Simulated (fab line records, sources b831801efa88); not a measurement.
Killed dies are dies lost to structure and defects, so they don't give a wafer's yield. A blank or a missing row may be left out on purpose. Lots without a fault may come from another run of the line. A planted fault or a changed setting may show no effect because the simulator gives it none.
Which tool did it? | flow sfq_line | 7 lots, 21 wafers sampled, at 2 steps of a route of 325

WHAT THE GAUGES READ, wafer by wafer
SFQ_M1_RS_MEAS_909: measures by four-point-probe.
lot  | measured     | on            | M1_NB_RS (ohm/sq)
L512 | day 10 13:00 | film_metro-04 | 0.874 0.882 0.886
L514 | day 11 03:25 | film_metro-04 | 0.896 0.884 0.896
L518 | day 11 22:48 | film_metro-01 | 0.883 0.899 0.903
L521 | day 12 19:05 | film_metro-01 | 0.893 0.882 0.900
L526 | day 15 02:43 | film_metro-01 | 0.889 0.892 0.897
L529 | day 15 21:41 | film_metro-01 | 0.885 0.879 0.879
L531 | day 16 12:07 | film_metro-02 | 0.900 0.912 0.912

WHICH TOOL RAN EACH LOT (tool, then ch and the chambers of the sampled wafers, then the start)
lot  | SFQ_TRILAYER_M1_DEP_SPUTTER_037
L512 | pvd_sputter-04, day 10 12:55
L514 | pvd_sputter-03, day 11 03:19
L518 | pvd_sputter-03, day 11 22:41
L521 | pvd_sputter-06, day 12 18:55
L526 | pvd_sputter-03, day 15 02:38
L529 | pvd_sputter-04, day 15 21:36
L531 | pvd_sputter-06, day 16 12:00
- SFQ_TRILAYER_M1_DEP_SPUTTER_037: material Nb, target thk 200 nm, time 133.3 s.

THE ANSWER, worked out from the rows above alone
Rule: what is usual is taken from the lots themselves. Put in order of their means at a reading, lots are off if they are a third of the lots or fewer, leave a main group of 4 or more, and stand apart from it by a gap of 3 or more times the standard deviation of the main group's means; of several such gaps the widest counts. A main group whose means are all the same, to the digits that the tables above print for the reading, isn't used. A lot without any number at a reading at which 4 lots or more have one is off too. The other lots that the step has rows for count as sound.
No lot is off at any reading shown: from this, nothing can be told.

WHAT THE SIMULATOR HAD PUT IN
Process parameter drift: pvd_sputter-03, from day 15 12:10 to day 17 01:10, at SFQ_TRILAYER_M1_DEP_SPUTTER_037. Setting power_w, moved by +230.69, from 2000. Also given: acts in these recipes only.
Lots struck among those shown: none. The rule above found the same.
